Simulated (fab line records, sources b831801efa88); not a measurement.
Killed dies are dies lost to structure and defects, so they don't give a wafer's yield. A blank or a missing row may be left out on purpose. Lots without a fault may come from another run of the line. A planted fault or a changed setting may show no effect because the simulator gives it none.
Problem report in the 8D (eight disciplines) form, filled by code | flow sky130 | the parts of the form that need people (team, actions taken, sign-off) are left out

1. THE PROBLEM
developer_temp_C at SKY_SD_P_DEVELOP_06 reads a mean of 20.78 C on 6 wafers of 2 lots; wafers without a fault read 22.99 C with a standard deviation of 0.094. That is -24 standard deviations from the usual mean.
The step: develop time 60 s.
First seen on wafer L424.1, day 31 15:34, on litho_track-04. The record holds 42 wafers of 14 lots with a number at this step. Rule for "out", or "out of limits": more than 4 standard deviations from the usual mean. The other wafers with a number count as sound.

2. WHAT IT IS AND WHAT IT IS NOT
question                    | is                     | is not
which readings at this step | developer_temp_C       | exhaust_pa
which lots                  | L424, L426             | L405, L406, L408, L410, L412, L414, L417, L418, L420, L422, L427, L428
which wafers of those lots  | all that have a number | -
read on which tools         | litho_track-04         | litho_track-02, litho_track-03
when                        | from day 31 15:34      | up to then (30 sound wafers); but 6 sound wafers of L427, L428 came after

3. SUSPECTS, AND WHAT RULES EACH OUT
Counting: a tool at a process step up to the reading stays a suspect if it ran every lot that is out and no sound lot after the first of them.
- litho_track-04 at SKY_SD_P_DEVELOP_06 (develop time 60 s): kept. It ran every lot that is out, first L424 (day 31 15:34), and no sound lot after that; its last sound lot up to then is L420 (day 30 12:47). Its own readings are out on those wafers: developer_temp_C.
Left after counting: litho_track-04 at SKY_SD_P_DEVELOP_06.

4. THE CAUSE (what the simulator had put in)
Process parameter drift: litho_track-04, from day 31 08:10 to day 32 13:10, at SKY_SD_P_DEVELOP_06. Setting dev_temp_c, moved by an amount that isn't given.
Counting left only this tool.

5. THE CHAIN OF EFFECTS, in route order
Each row: a reading whose mean over the struck wafers that have a number lies more than 3 standard deviations from the usual. Only readings for which the record gives a usual standard deviation are gone through. hours: the time from each lot's start at the first step in this table that gives one to its start at this step, as a median over the lots. sigmas: the change in usual standard deviations.
hours | step                | reading          | usual   | on struck wafers | change | sigmas
0     | SKY_SD_P_DEVELOP_06 | developer_temp_C | 22.99 C | 20.78            | -2.21  | -24
The process steps in it:
- SKY_SD_P_DEVELOP_06: develop time 60 s.
Later measuring or inspecting steps at which every struck wafer that the step has a row for has a number for every such reading, and none has moved that far: SKY_SD_P_CD_MEAS_07.

6. WHAT WOULD HAVE CAUGHT IT SOONER
In this record the first reading out of limits was taken at day 31 15:34, 7 hours after the fault began at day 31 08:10.
